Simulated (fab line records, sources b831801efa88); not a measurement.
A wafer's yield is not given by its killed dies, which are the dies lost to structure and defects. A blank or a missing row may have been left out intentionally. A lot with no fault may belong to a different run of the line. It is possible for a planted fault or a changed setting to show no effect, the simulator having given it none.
Split-lot study + flow sky130 + 23 wafers read across 5 lots, on a route 708 steps long

THE SPLIT ITSELF
At SKY_VT_ADJUST_PCH_COAT_02 (resist thk 3000 nm), the setting spin rpm was moved away from the recipe's 2000 rpm on 10 of the 23 wafers read, by -2.1% to +6.8%. For the rest of the wafers, this setting stayed at what the recipe calls for.

The reading is taken at the split's own step.

THE READING
coat_of_VT_ADJUST_PCH_COAT_02.thk nm (the simulator's own value, which no gauge read), in nm, at SKY_VT_ADJUST_PCH_COAT_02 (resist thk 3000 nm). The file does not state a usual value for it. Here, 13 wafers ran the recipe; their average is 3002 nm with a standard deviation of 11 nm.

| wafer  | tool, chamber at the split | spin rpm as run, rpm | against the recipe | coat_of_VT_ADJUST_PCH_COAT_02.thk nm, nm | against lot-mates on the recipe |
|--------|----------------------------|----------------------|--------------------|------------------------------------------|---------------------------------|
| L074.1 | litho track-03, 0          | 2000                 | recipe             | 2997                                     | -                               |
| L074.2 | litho track-03, 0          | 2103                 | +5.2%              | 2920                                     | -74                             |
| L074.4 | litho track-03, 0          | 2103                 | +5.2%              | 2923                                     | -72                             |
| L074.5 | litho track-03, 0          | 2103                 | +5.2%              | 2930                                     | -64                             |
| L074.6 | litho track-03, 0          | 2000                 | recipe             | 2992                                     | -                               |
| L077.1 | litho track-03, 0          | 2000                 | recipe             | 2998                                     | -                               |
| L077.2 | litho track-03, 0          | 1960                 | -2.0%              | 3027                                     | +27                             |
| L077.3 | litho track-03, 0          | 2000                 | recipe             | 2999                                     | -                               |
| L077.4 | litho track-03, 0          | 1960                 | -2.0%              | 3021                                     | +21                             |
| L077.6 | litho track-03, 0          | 2000                 | recipe             | 3004                                     | -                               |
| L081.1 | litho track-01, 0          | 2000                 | recipe             | 2998                                     | -                               |
| L081.2 | litho track-01, 0          | 2000                 | recipe             | 2987                                     | -                               |
| L081.4 | litho track-01, 0          | 2000                 | recipe             | 2999                                     | -                               |
| L081.5 | litho track-01, 0          | 1958                 | -2.1%              | 3018                                     | +23                             |
| L081.6 | litho track-01, 0          | 1958                 | -2.1%              | 3038                                     | +43                             |
| L083.4 | litho track-02, 0          | 2000                 | recipe             | 3019                                     | -                               |
| L083.5 | litho track-02, 0          | 2000                 | recipe             | 3025                                     | -                               |
| L083.6 | litho track-02, 0          | 2000                 | recipe             | 3022                                     | -                               |
| L085.1 | litho track-02, 0          | 2000                 | recipe             | 2994                                     | -                               |
| L085.2 | litho track-02, 0          | 2136                 | +6.8%              | 2899                                     | -96                             |
| L085.3 | litho track-02, 0          | 2000                 | recipe             | 2997                                     | -                               |
| L085.4 | litho track-02, 0          | 2136                 | +6.8%              | 2898                                     | -98                             |
| L085.6 | litho track-02, 0          | 2136                 | +6.8%              | 2896                                     | -100                            |

THE FIT
A straight line over all 23 wafers: coat_of_VT_ADJUST_PCH_COAT_02.thk nm changes by -14.8 nm for each +1% of spin rpm; r = -0.98; the points scatter about the line by 10 nm.
The same after taking each lot's own level away (the mean of its wafers on the recipe; 23 wafers): -14.1 nm for each +1%; r = -0.99; scatter 5 nm.
On that fit, the largest move of spin rpm shifts the reading by 96 nm.
The lots' own levels span 2994.5 to 3022.0 nm, that is 2.4 times the standard deviation above.
Hence the lot-to-lot level has little effect on the slope; both slopes agree.
Check: for one of the wafers moved furthest among these (+6.8%), held out of the fit, the line's prediction against its lot-mates is -95.7 nm. It came out at -96.5 nm against them.

THESE WAFERS: OTHER SPLITS
Note: prior to the reading, these wafers also went through further splits. Each is held against what the fit with the lots' levels taken away leaves over:
| other split on the same wafers               | wafers away from the commonest value | r with coat_of_VT_ADJUST_PCH_COAT_02.thk nm (lot level and that fit taken away) |
|----------------------------------------------|--------------------------------------|---------------------------------------------------------------------------------|
| SKY_VT_ADJUST_HVTP_COAT_02 spin rpm          | 7                                    | -0.18                                                                           |
| SKY_VT_ADJUST_LVTN_SOFTBAKE_03 temp c        | 7                                    | -0.16                                                                           |
| SKY_VT_ADJUST_LVTN_DEVELOP_06 develop time s | 11                                   | +0.02                                                                           |
| SKY_VT_ADJUST_HVTR_COAT_02 resist thk nm     | 8                                    | -0.09                                                                           |
| SKY_VT_ADJUST_HVTR_SOFTBAKE_03 time s        | 7                                    | +0.16                                                                           |

THE WHOLE CHAIN: every reading that the file lists as answering this split, in the file's order
| step                       | what it does       | reading                                                                               | change (the file's fit)              | r (the file's) |
|----------------------------|--------------------|---------------------------------------------------------------------------------------|--------------------------------------|----------------|
| SKY_VT_ADJUST_PCH_COAT_02  | resist thk 3000 nm | coat_of_VT_ADJUST_PCH_COAT_02.thk nm (the simulator's own value, which no gauge read) | -14.1 nm for each +1% of the setting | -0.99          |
| SKY_VT_ADJUST_PCH_STRIP_09 | strips in O2/N2    | strip time to endpoint s                                                              | withheld for each +1% of the setting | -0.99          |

THE FILE'S OWN FIT
coat_of_VT_ADJUST_PCH_COAT_02.thk nm changes by -14.1 nm for each +1% of spin rpm, r = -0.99.
